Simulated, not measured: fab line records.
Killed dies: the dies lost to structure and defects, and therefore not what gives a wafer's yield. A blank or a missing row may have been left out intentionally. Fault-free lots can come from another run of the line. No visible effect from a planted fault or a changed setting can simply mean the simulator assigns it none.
What tool caused it? / flow gf180mcu / Sampling: 12 lots, 36 wafers, 5 of 602 route steps

## WHAT THE GAUGES SHOWED, per wafer
GF_VT_IMPLANT_OVL_MEAS_07.
lot=L278; measured=day 5 14:53; on=overlay-02; VT_IMPLANT_OVL (nm)=-0.8 2.4 0.3
lot=L279; measured=day 6 01:50; on=overlay-02; VT_IMPLANT_OVL (nm)=-0.3 0.4 -0.1
lot=L282; measured=day 6 18:53; on=overlay-01; VT_IMPLANT_OVL (nm)=3.9 0.7 1.2
lot=L284; measured=day 7 07:55; on=overlay-02; VT_IMPLANT_OVL (nm)=2.0 3.3 3.9
lot=L285; measured=day 7 11:53; on=overlay-01; VT_IMPLANT_OVL (nm)=5.0 1.2 1.6
lot=L287; measured=day 8 00:25; on=overlay-01; VT_IMPLANT_OVL (nm)=2.5 -0.9 2.1
lot=L288; measured=day 8 06:34; on=overlay-02; VT_IMPLANT_OVL (nm)=0.4 2.8 2.5
lot=L289; measured=day 8 12:34; on=overlay-02; VT_IMPLANT_OVL (nm)=2.5 1.3 1.9
lot=L290; measured=day 8 17:05; on=overlay-01; VT_IMPLANT_OVL (nm)=3.6 2.5 0.9
lot=L293; measured=day 9 12:10; on=overlay-01; VT_IMPLANT_OVL (nm)=0.5 0.8 0.5
lot=L300; measured=day 11 08:43; on=overlay-01; VT_IMPLANT_OVL (nm)=1.9 1.1 -0.4
lot=L301; measured=day 11 16:58; on=overlay-01; VT_IMPLANT_OVL (nm)=-0.9 0.5 0.6

GF_VT_IMPLANT_TW_MEAS_10.
lot=L278; measured=day 5 15:10; on=filmMetro-02; VT_IMPLANT_TW=556 555 560
lot=L279; measured=day 6 02:08; on=filmMetro-04; VT_IMPLANT_TW=562 561 564
lot=L282; measured=day 6 19:10; on=filmMetro-02; VT_IMPLANT_TW=563 562 561
lot=L284; measured=day 7 08:13; on=filmMetro-02; VT_IMPLANT_TW=559 554 558
lot=L285; measured=day 7 12:10; on=filmMetro-04; VT_IMPLANT_TW=561 562 563
lot=L287; measured=day 8 00:42; on=filmMetro-02; VT_IMPLANT_TW=558 563 559
lot=L288; measured=day 8 06:52; on=filmMetro-03; VT_IMPLANT_TW=567 570 569
lot=L289; measured=day 8 12:52; on=filmMetro-02; VT_IMPLANT_TW=560 560 559
lot=L290; measured=day 8 17:22; on=filmMetro-03; VT_IMPLANT_TW=570 570 567
lot=L293; measured=day 9 12:28; on=filmMetro-02; VT_IMPLANT_TW=562 561 561
lot=L300; measured=day 11 09:01; on=filmMetro-04; VT_IMPLANT_TW=566 569 568
lot=L301; measured=day 11 17:15; on=filmMetro-02; VT_IMPLANT_TW=550 554 551

GF_POLY_GATE_THK_MEAS_01.
lot=L278; measured=day 8 11:54; on=filmMetro-02; POLY_GATE_CVD_00_THK (nm)=195.8 194.7 194.9
lot=L279; measured=day 9 00:17; on=filmMetro-01; POLY_GATE_CVD_00_THK (nm)=197.2 196.7 197.7
lot=L282; measured=day 9 21:46; on=filmMetro-03; POLY_GATE_CVD_00_THK (nm)=197.8 199.8 196.8
lot=L284; measured=day 10 12:40; on=filmMetro-03; POLY_GATE_CVD_00_THK (nm)=198.9 200.7 199.9
lot=L285; measured=day 10 16:32; on=filmMetro-03; POLY_GATE_CVD_00_THK (nm)=199.5 200.0 200.3
lot=L287; measured=day 11 05:53; on=filmMetro-01; POLY_GATE_CVD_00_THK (nm)=200.5 198.6 200.7
lot=L288; measured=day 11 15:12; on=filmMetro-02; POLY_GATE_CVD_00_THK (nm)=162.4 161.7 163.5 162.7 161.7 163.4
lot=L289; measured=day 11 19:29; on=filmMetro-03; POLY_GATE_CVD_00_THK (nm)=164.4 164.4 164.6 164.4 164.4 164.5
lot=L290; measured=day 12 02:07; on=filmMetro-01; POLY_GATE_CVD_00_THK (nm)=162.4 162.9 161.8 162.6 162.9 161.8
lot=L293; measured=day 12 21:22; on=filmMetro-02; POLY_GATE_CVD_00_THK (nm)=201.2 199.3 200.5
lot=L300; measured=day 15 00:03; on=filmMetro-02; POLY_GATE_CVD_00_THK (nm)=198.4 200.6 198.5
lot=L301; measured=day 15 08:39; on=filmMetro-01; POLY_GATE_CVD_00_THK (nm)=202.0 201.7 201.9

## EACH LOT AND THE TOOL THAT RAN IT (in order: tool; ch and the chambers of the sampled wafers; start)
lot=L278; GF_VT_IMPLANT_SOFTBAKE_14=lithoTrack-03 ch 0, day 5 22:19; GF_POLY_GATE_CVD_00=lpcvd-01 ch 0, day 8 10:32
lot=L279; GF_VT_IMPLANT_SOFTBAKE_14=lithoTrack-03 ch 0, day 6 09:34; GF_POLY_GATE_CVD_00=lpcvd-01 ch 0, day 8 22:56
lot=L282; GF_VT_IMPLANT_SOFTBAKE_14=lithoTrack-02 ch 0, day 7 03:31; GF_POLY_GATE_CVD_00=lpcvd-02 ch 0, day 9 20:25
lot=L284; GF_VT_IMPLANT_SOFTBAKE_14=lithoTrack-03 ch 0, day 7 15:56; GF_POLY_GATE_CVD_00=lpcvd-01 ch 0, day 10 11:20
lot=L285; GF_VT_IMPLANT_SOFTBAKE_14=lithoTrack-04 ch 0, day 7 20:00; GF_POLY_GATE_CVD_00=lpcvd-01 ch 1, day 10 15:12
lot=L287; GF_VT_IMPLANT_SOFTBAKE_14=lithoTrack-04 ch 0, day 8 09:05; GF_POLY_GATE_CVD_00=lpcvd-02 ch 1, day 11 04:34
lot=L288; GF_VT_IMPLANT_SOFTBAKE_14=lithoTrack-03 ch 0, day 8 15:10; GF_POLY_GATE_CVD_00=lpcvd-02 ch 0, day 11 13:52
lot=L289; GF_VT_IMPLANT_SOFTBAKE_14=lithoTrack-04 ch 0, day 8 21:23; GF_POLY_GATE_CVD_00=lpcvd-02 ch 1, day 11 18:09
lot=L290; GF_VT_IMPLANT_SOFTBAKE_14=lithoTrack-03 ch 0, day 9 02:05; GF_POLY_GATE_CVD_00=lpcvd-02 ch 1, day 12 00:47
lot=L293; GF_VT_IMPLANT_SOFTBAKE_14=lithoTrack-04 ch 0, day 9 21:28; GF_POLY_GATE_CVD_00=lpcvd-01 ch 0, day 12 20:02
lot=L300; GF_VT_IMPLANT_SOFTBAKE_14=lithoTrack-03 ch 0, day 11 18:23; GF_POLY_GATE_CVD_00=lpcvd-02 ch 0, day 14 22:42
lot=L301; GF_VT_IMPLANT_SOFTBAKE_14=lithoTrack-02 ch 0, day 12 02:49; GF_POLY_GATE_CVD_00=lpcvd-01 ch 0, day 15 07:19
- GF_VT_IMPLANT_SOFTBAKE_14: time 61.24 s.
- GF_POLY_GATE_CVD_00: deposits poly-Si, target thk 200 nm, time 1200 s.

## AS READ BY THE TOOLS THEMSELVES (means over the sampled wafers that have a number; for cases with no such wafer, the mark the record gives instead)
GF_VT_IMPLANT_SOFTBAKE_14.
lot=L278; tool=lithoTrack-03; exhaustPa (Pa)=45.2; plateSensorTCentreC (C)=90.755; plateSensorTEdgeC (C)=90.824
lot=L279; tool=lithoTrack-03; exhaustPa (Pa)=44.8; plateSensorTCentreC (C)=90.752; plateSensorTEdgeC (C)=90.829
lot=L282; tool=lithoTrack-02; exhaustPa (Pa)=45.9; plateSensorTCentreC (C)=90.755; plateSensorTEdgeC (C)=90.830
lot=L284; tool=lithoTrack-03; exhaustPa (Pa)=46.3; plateSensorTCentreC (C)=90.757; plateSensorTEdgeC (C)=90.825
lot=L285; tool=lithoTrack-04; exhaustPa (Pa)=44.4; plateSensorTCentreC (C)=90.754; plateSensorTEdgeC (C)=90.831
lot=L287; tool=lithoTrack-04; exhaustPa (Pa)=45.7; plateSensorTCentreC (C)=90.760; plateSensorTEdgeC (C)=90.830
lot=L288; tool=lithoTrack-03; exhaustPa (Pa)=44.2; plateSensorTCentreC (C)=90.756; plateSensorTEdgeC (C)=90.828
lot=L289; tool=lithoTrack-04; exhaustPa (Pa)=45.2; plateSensorTCentreC (C)=90.752; plateSensorTEdgeC (C)=90.827
lot=L290; tool=lithoTrack-03; exhaustPa (Pa)=45.2; plateSensorTCentreC (C)=90.762; plateSensorTEdgeC (C)=90.829
lot=L293; tool=lithoTrack-04; exhaustPa (Pa)=45.1; plateSensorTCentreC (C)=90.755; plateSensorTEdgeC (C)=90.829
lot=L300; tool=lithoTrack-03; exhaustPa (Pa)=45.0; plateSensorTCentreC (C)=90.766; plateSensorTEdgeC (C)=90.824
lot=L301; tool=lithoTrack-02; exhaustPa (Pa)=43.9; plateSensorTCentreC (C)=90.760; plateSensorTEdgeC (C)=90.832

## THE ANSWER, worked out from the rows above alone
Rule: the usual values come from the lots themselves. The widest of any qualifying gaps counts: lots, ordered by their means at a reading, are off when they make up no more than a third of the lots, leave a main group of 4 or more, and stand apart from it by 3 or more times the standard deviation of that group's means. A main group whose means are all the same, to the digits that the tables above print for the reading, isn't used. A lot without any number at a reading at which 4 lots or more have one is off too. The other lots that the step has rows for count as sound. The gauges are gone through in route order, then the tools' own readings, and for those a lot's mean is taken as printed above. At the first step where some lot is off, the reading lying furthest off is the one used; lots without a number count as furthest.
Off: L288, L289, L290, seen at GF_POLY_GATE_THK_MEAS_01 (POLY_GATE_CVD_00_THK). The main group: mean 199.1 nm, standard deviation 1.9.
If a tool, at a process step before that reading, ran all the lots that are off and no sound lot after the first of them, it fits. The gauges at GF_POLY_GATE_THK_MEAS_01 are tried like those tools. Not one of the candidates tried fits.

## WHAT WAS PUT IN BY THE SIMULATOR
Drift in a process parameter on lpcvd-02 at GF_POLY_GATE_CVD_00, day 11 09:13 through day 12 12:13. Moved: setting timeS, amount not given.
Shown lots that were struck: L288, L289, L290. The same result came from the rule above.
